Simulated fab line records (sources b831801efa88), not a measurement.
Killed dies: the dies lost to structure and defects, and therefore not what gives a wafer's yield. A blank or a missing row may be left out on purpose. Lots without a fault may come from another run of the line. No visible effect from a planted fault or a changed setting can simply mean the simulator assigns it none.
Struck lot and sound lot, side by side / flow sky130 / 44 out of 708 route steps
Sound: these wafers, L334.1, L334.2, L334.3. Struck: wafer L341.5 (left out: L341.3, a lot-mate that was not struck); the cause follows at the end.
For every step that has rows: the tool of each side, followed by ch and its chambers, followed by its first start. Under that, the readings that differ: sound wafers / struck wafers / difference of the means / sigmas: that difference in standard deviations of wafers without a fault.
alike: words and numbers the same on both sides, and readings whose means are apart by under 2 such deviations; not compared: readings that were withheld, readings missing a value for some wafer, numbers with overlapping values and no deviation given by the record, and bounds like >300 which may hide the same value.
Wherever a step has rows on one side only, a row that says differs or no value, or a row with sigmas, the two part there. When numbers do not overlap yet have no deviation, they are printed without sigmas and do not part them. A reading missing from all wafers of one side parts the sides only when that side holds two or more wafers.

SKY_SONOS_ONO_THK_MEAS_03:
  struck on film metro-01, day 15 01:24; sound on film metro-03, day 12 16:44
  alike: SONOS_ONO_CVD_02_THK
then, 1 step without rows for these wafers: SKY_SONOS_ONO_CVD_04 (deposits SiO2 from SiH4/N2O, target thk 5.7199 nm).
SKY_SONOS_ONO_THK_MEAS_05:
  struck on film metro-03, day 15 02:43; sound on film metro-01, day 12 18:02
reading=SONOS_ONO_CVD_04_THK (nm); sound=5.42 5.60 5.39; struck=5.65; difference=+0.18; sigmas=+2
then, 7 steps without rows for these wafers: SKY_SONOS_ONO_DEHYDRATE_06 (time 60 s); SKY_SONOS_ONO_HMDS_07 (prime time 60 s); SKY_SONOS_ONO_COAT_08 (resist thk 1140 nm); SKY_SONOS_ONO_SOFTBAKE_09 (time 60 s); SKY_SONOS_ONO_EXPOSE_10 (exposes mask ONOM, target cd 410 nm); SKY_SONOS_ONO_PEB_11; SKY_SONOS_ONO_DEVELOP_12 (develop time 60 s).
SKY_SONOS_ONO_CD_MEAS_13: target cd 410 nm.
  struck on cd sem-02, day 16 05:28; sound on cd sem-01, day 13 19:43
  alike: cd nm
SKY_SONOS_ONO_OVL_MEAS_14:
  struck on overlay-01, day 16 05:35; sound on overlay-01, day 13 19:50
  alike: SONOS_ONO_OVL
SKY_SONOS_ONO_ETCH_15: etches the open film in CHF3/O2, target depth 19.52 nm, time 7.8 s.
  sound on rie diel-01 ch 0,2, day 13 19:52; struck on rie diel-01 ch 2, day 16 05:36
reading=model.SONOS_ONO.feature depth nm (nm); sound=19.17 19.7 19.18; struck=35.1; difference=+15.8; sigmas=
reading=model.etch.depth nm (nm); sound=19.17 19.7 19.18; struck=35.1; difference=+15.8; sigmas=
reading=model.NOVOLAK_of_SONOS_ONO_COAT_08.thk nm (nm); sound=1121 1121 1120; struck=1112; difference=-9; sigmas=
  alike: drypump motor current A, oes product au, throttle valve pct
  not compared: rf hours counter h
then, 1 step without rows for these wafers: SKY_SONOS_ONO_WET_ETCH_16 (etches SiO2 in dHF, target depth 14 nm, time 280 s).
SKY_SONOS_ONO_STRIP_17: strips in O2/N2.
  sound on plasma asher-01 ch 0,1, day 13 20:01; struck on plasma asher-02 ch 0, day 16 05:44
reading=drypump motor current A (A); sound=6.5 6.6 6.5; struck=5.3; difference=-1.2; sigmas=-2
  alike: oes product au, strip time to endpoint s
  not compared: rf hours counter h
then, 3 steps without rows for these wafers: SKY_SONOS_ONO_WET_ETCH_18 (etches Si3N4 in H3PO4, target depth 15 nm, time 172 s); SKY_GATE_OXIDE_CLEAN_00 (cleans in SC1/SC2, time 150 s); SKY_GATE_OXIDE_OXIDATION_01 (stabilise 600 s, purge 300 s, target thk 10.268 nm).
SKY_GATE_OXIDE_THK_MEAS_02:
  struck on film metro-04, day 16 09:27; sound on film metro-04, day 13 23:47
  alike: GATE_OXIDE_OXIDATION_00_THK
then, 7 steps without rows for these wafers: SKY_GATE_OXIDE_DEHYDRATE_03 (time 60 s); SKY_GATE_OXIDE_HMDS_04 (prime time 60 s); SKY_GATE_OXIDE_COAT_05 (resist thk 1140 nm); SKY_GATE_OXIDE_SOFTBAKE_06 (time 60 s); SKY_GATE_OXIDE_EXPOSE_07 (exposes mask LVOM, target cd 600 nm); SKY_GATE_OXIDE_PEB_08; SKY_GATE_OXIDE_DEVELOP_09 (develop time 60 s).
SKY_GATE_OXIDE_OVL_MEAS_10:
  struck on overlay-01, day 17 14:10; sound on overlay-02, day 15 01:46
  alike: GATE_OXIDE_OVL
then, 2 steps without rows for these wafers: SKY_GATE_OXIDE_IMPLANT_11; SKY_GATE_OXIDE_WET_ETCH_12 (etches SiO2 in dHF, target depth 16.8 nm, time 336 s).
SKY_GATE_OXIDE_STRIP_13: strips in O2/N2.
  sound on plasma asher-01 ch 0,1, day 15 02:03; struck on plasma asher-02 ch 0, day 17 14:29
reading=drypump motor current A (A); sound=6.6 6.5 6.5; struck=5.3; difference=-1.2; sigmas=-3
  alike: oes product au, strip time to endpoint s
  not compared: rf hours counter h
SKY_GATE_OXIDE_TW_MEAS_14:
  struck on film metro-04, day 17 14:35; sound on film metro-03, day 15 02:09
reading=GATE_OXIDE_TW; sound=226.4 226.6 226.4; struck=222.3; difference=-4.2; sigmas=-3
then, 3 steps without rows for these wafers: SKY_GATE_OXIDE_CLEAN_15 (cleans in SC1/SC2, time 150 s); SKY_GATE_OXIDE_OXIDATION_16 (stabilise 600 s, purge 300 s, target thk 3.57 nm); SKY_POLY_GATE_CVD_00 (deposits poly-Si, target thk 180 nm, time 720 s).
SKY_POLY_GATE_THK_MEAS_01:
  struck on film metro-01, day 17 17:40; sound on film metro-02, day 15 07:05
  alike: POLY_GATE_CVD_00_THK
then, 7 steps without rows for these wafers: SKY_RES_PROTECT_DEHYDRATE_00 (time 60 s); SKY_RES_PROTECT_HMDS_01 (prime time 60 s); SKY_RES_PROTECT_COAT_02 (resist thk 1140 nm); SKY_RES_PROTECT_SOFTBAKE_03 (time 60 s); SKY_RES_PROTECT_EXPOSE_04 (exposes mask RPM, target cd 1270 nm); SKY_RES_PROTECT_PEB_05; SKY_RES_PROTECT_DEVELOP_06 (develop time 60 s).
-- the record jumps here: 14 days lie between the struck wafers' starts before and after (it left off in module RES_PROTECT and takes up again in module SALICIDE, whose first step shown is number 361 of the route) --
SKY_SALICIDE_CLEAN_00: cleans in HF-last, time 30 s.
  sound on wet bench-02 ch 3, day 29 05:53; struck on wet bench-03 ch 1, day 31 13:49
  not compared: model.SiO2_of_FIELD_ISO_CVD_24.thk nm
-- the record jumps here: 17 days lie between the struck wafers' starts before and after (it left off in module SALICIDE and takes up again in module PAD_OPEN, whose first step shown is number 708 of the route) --
SKY_PAD_OPEN_PROBE_99:
  struck on prober-02, day 48 10:01; sound on prober-01, day 46 16:14
reading=killed at contacts; sound=28 39 34; struck=22; difference=-12; sigmas=-2
reading=model.etest.cap poly to well.c af um2; sound=89.34 94.52 91.49; struck=96.53; difference=+4.75; sigmas=
reading=model.etest.cap li to poly.c af um2; sound=96.06 97.92 98.22; struck=94.81; difference=-2.59; sigmas=
reading=model.etest.field n.vt v (V); sound=36.26 35.45 35.18; struck=34.1; difference=-1.5; sigmas=
reading=model.etest.sram nfet pass.off log10 a um; sound=-12.31 -12.61 -12.54; struck=-12.23; difference=+0.26; sigmas=
reading=model.etest.nfet_01v8.off log10 a um; sound=-13.16 -13.31 -13.22; struck=-13.07; difference=+0.16; sigmas=
reading=model.etest.pfet_16v.vt v (V); sound=-1.09 -1.083 -1.091; struck=-1.13; difference=-0.04; sigmas=
  alike: killed_at_M0_to_M3, killed_at_M4_up, killed at front end, killed at other, killed dies, killed open, killed short
  not compared: model.etest.sram nfet pass.vt sat v, model.etest.sram nfet pass.vt v

## WHERE THEY PART
First at SKY_SONOS_ONO_THK_MEAS_05; last, within this record, at SKY_PAD_OPEN_PROBE_99.

WHY: whatever the simulator had introduced
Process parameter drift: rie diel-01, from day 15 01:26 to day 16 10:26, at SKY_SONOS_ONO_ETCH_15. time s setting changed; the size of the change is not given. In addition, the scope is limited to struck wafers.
